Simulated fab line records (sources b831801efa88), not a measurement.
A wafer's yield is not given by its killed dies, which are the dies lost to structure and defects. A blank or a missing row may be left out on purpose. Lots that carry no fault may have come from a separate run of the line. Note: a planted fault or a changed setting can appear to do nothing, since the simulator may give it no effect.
2 desks, one fault ; flow gf180mcu ; what lay behind the numbers comes last; until then each desk has only its own

== DESK OF THE TOOL OWNER: rie_diel-04 ==
The tool's own readings at GF_M5_ETCH_09 (etches Si3N4 in CF4/O2, target depth 52 nm, time 11.6 s): means of the sampled wafers that have a number, for each lot that ran on this tool. Marked OUT: a lot whose mean sits more than 4 standard deviations from the usual mean, which makes it out of limits; the brackets give that distance.
Columns: A = O2_flow_sccm at GF_M5_ETCH_09, usual 10.00 sccm; B = cf4_flow_sccm at GF_M5_ETCH_09, usual 79.94 sccm; C = drypump_motor_current_A at GF_M5_ETCH_09, usual 5.6 A; D = oes_product_au at GF_M5_ETCH_09, usual 0.997 a.u.; E = throttle_valve_pct at GF_M5_ETCH_09, usual 5.967 %
lot;first seen here;A;B;C;D;E
L636;day 29 11:45;10.01;79.88;5.7;0.999;5.967
L641;day 31 06:54;10.01;80.10;5.2;0.903 (-11) OUT;5.944
L643;day 31 15:13;10.02;80.02;5.8;0.903 (-11) OUT;5.940
This desk's verdict: out of limits on L641, L643, starting with L641 at day 31 06:54 (oes_product_au at GF_M5_ETCH_09). In limits: L636.

== FROM THE METROLOGY DESK ==
What the gauges read, lot by lot, whatever tool the lot ran on: means of the sampled wafers that have a number. Marked OUT: a lot whose mean sits more than 4 standard deviations from the usual mean, which makes it out of limits; the brackets give that distance.
Columns: A = cd_nm at GF_M5_CD_MEAS_07, usual 279.9 nm; B = M5_OVL at GF_M5_OVL_MEAS_08, usual -1 nm
lot;first seen here;A;B
L628;day 26 17:58;280.8;-3
L636;day 29 11:36;281.0;-7
L639;day 30 14:55;279.5;-10
L641;day 31 06:45;280.4;-9
L643;day 31 15:03;279.5;-2
L649;day 32 22:59;279.5;1
This desk's finding: nothing out of limits on any of the 6 lots.

== TAKEN TOGETHER ==
The tool owner's desk could have raised an alarm at day 31 06:54, on L641, L643.
At the metrology desk, nothing out of limits was observed.
The metrology desk has L641, L643 on record, within its limits.
The lots listed all ran GF_M5_ETCH_09 on rie_diel-04.

== WHAT THE SIMULATOR PUT IN ==
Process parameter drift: rie_diel-04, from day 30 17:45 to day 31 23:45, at GF_M5_ETCH_09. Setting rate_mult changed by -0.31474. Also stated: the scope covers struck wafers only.
Shown lots that were struck: L641, L643.
Time in hours from fault onset to the first out-of-limits reading at each desk: the tool owner's desk, 13.
